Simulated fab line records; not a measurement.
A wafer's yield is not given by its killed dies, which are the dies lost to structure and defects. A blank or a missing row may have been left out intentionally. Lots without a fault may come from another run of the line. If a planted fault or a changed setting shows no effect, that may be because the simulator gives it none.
Check for tools in common    flow gf180mcu    10 lots and 30 wafers in the sample

== THE REASON FOR OPENING IT ==
3 of 10 lots carry a flag on the reading PSD_TW at GF_PSD_TW_MEAS_11. No-fault wafers: 3174, standard deviation 23.
Rule: a lot is flagged when every wafer of it that has a number lies more than 4 standard deviations from that mean, or none has a number. The rest of the lots are taken to be sound.

lot   measured      on             PSD_TW, wafer by wafer  flag
L721  day 15 17:12  film metro-02  3143 3172 3152          
L724  day 16 08:46  film metro-03  3185 3188 3205          
L726  day 16 21:02  film metro-02  2920 2896 2921          FLAGGED
L728  day 17 17:55  film metro-04  2959 2960 2946          FLAGGED
L729  day 18 01:57  film metro-02  2944 2939 2937          FLAGGED
L734  day 19 21:43  film metro-04  3182 3156 3169          
L736  day 20 16:20  film metro-03  3201 3206 3185          
L737  day 21 00:47  film metro-02  3162 3164 3174          
L739  day 21 11:40  film metro-02  3151 3174 3162          
L740  day 21 20:54  film metro-02  3161 3156 3166          
The numbers of the flagged lots are 2936 on average: -238 against the usual, or -10 standard deviations.

== EACH LOT AND THE TOOL IT RAN ON ==
Before the reading, the record contains 3 process steps out of a 602-step route. Read each cell as the tool, then ch plus the chambers that the sampled wafers visited, then the start.
lot   flag     GF_NSD_STRIP_11                       GF_PSD_IMPLANT_09                GF_PSD_STRIP_10
L721           plasma asher-01 ch 0,1, day 14 19:48  implanter-03 ch 0, day 15 16:59  plasma asher-01 ch 0,1, day 15 17:06
L724           plasma asher-02 ch 0,1, day 15 10:16  implanter-03 ch 0, day 16 08:32  plasma asher-03 ch 0,1, day 16 08:40
L726  FLAGGED  plasma asher-01 ch 0,1, day 15 22:33  implanter-03 ch 0, day 16 20:49  plasma asher-03 ch 0,1, day 16 20:57
L728  FLAGGED  plasma asher-03 ch 0,1, day 16 18:52  implanter-03 ch 0, day 17 17:40  plasma asher-04 ch 0,1, day 17 17:49
L729  FLAGGED  plasma asher-01 ch 0,1, day 17 04:16  implanter-03 ch 0, day 18 01:43  plasma asher-04 ch 0,1, day 18 01:50
L734           plasma asher-01 ch 0,1, day 18 21:40  implanter-01 ch 0, day 19 21:28  plasma asher-01 ch 0,1, day 19 21:37
L736           plasma asher-03 ch 0,1, day 19 16:15  implanter-04 ch 0, day 20 16:07  plasma asher-04 ch 0,1, day 20 16:14
L737           plasma asher-01 ch 0,1, day 20 00:55  implanter-03 ch 0, day 21 00:32  plasma asher-04 ch 0,1, day 21 00:41
L739           plasma asher-01 ch 0,1, day 20 11:27  implanter-03 ch 0, day 21 11:28  plasma asher-01 ch 0,1, day 21 11:34
L740           plasma asher-03 ch 0,1, day 20 20:34  implanter-04 ch 0, day 21 20:40  plasma asher-03 ch 0,1, day 21 20:47
These steps, and what they do:
- GF_NSD_STRIP_11: strips in O2/N2.
- GF_PSD_IMPLANT_09
- GF_PSD_STRIP_10: strips in O2/N2.
- GF_PSD_TW_MEAS_11

== FLAGGED AGAINST TOTAL, ONE TOOL AT A TIME (gauges that did the reading follow at the end) ==
step               tool             lots run  flagged  share of the flagged lots  sound lots run after its first flagged lot
GF_NSD_STRIP_11    plasma asher-01  6         2        some                       3 (L734,L737,L739)
GF_NSD_STRIP_11    plasma asher-02  1         0        none                       -
GF_NSD_STRIP_11    plasma asher-03  3         1        some                       2 (L736,L740)
GF_PSD_IMPLANT_09  implanter-01     1         0        none                       -
GF_PSD_IMPLANT_09  implanter-03     7         3        all                        2 (L737,L739)
GF_PSD_IMPLANT_09  implanter-04     2         0        none                       -
GF_PSD_STRIP_10    plasma asher-01  3         0        none                       -
GF_PSD_STRIP_10    plasma asher-03  3         1        some                       1 (L740)
GF_PSD_STRIP_10    plasma asher-04  4         2        some                       2 (L736,L737)
GF_PSD_TW_MEAS_11  film metro-02    6         2        some                       3 (L737,L739,L740)
GF_PSD_TW_MEAS_11  film metro-03    2         0        none                       -
GF_PSD_TW_MEAS_11  film metro-04    2         1        some                       1 (L734)

== WHAT THE TABLE ALLOWS ==
Rows of the table that ran each flagged lot: 1, that is implanter-03 at GF_PSD_IMPLANT_09.
- implanter-03 at GF_PSD_IMPLANT_09 ran 7 lots, 3 of them flagged. Sound lots ran on it after the first flagged one (L737, L739), which a lasting fault on the whole tool wouldn't allow. Its own readings lie more than 4 standard deviations out on every wafer of the flagged lots: dose ions cm2, faraday current uA.
Every row of the table either missed a flagged lot or ran a sound lot after the first.

== WHAT HAD BEEN PUT IN BY THE SIMULATOR ==
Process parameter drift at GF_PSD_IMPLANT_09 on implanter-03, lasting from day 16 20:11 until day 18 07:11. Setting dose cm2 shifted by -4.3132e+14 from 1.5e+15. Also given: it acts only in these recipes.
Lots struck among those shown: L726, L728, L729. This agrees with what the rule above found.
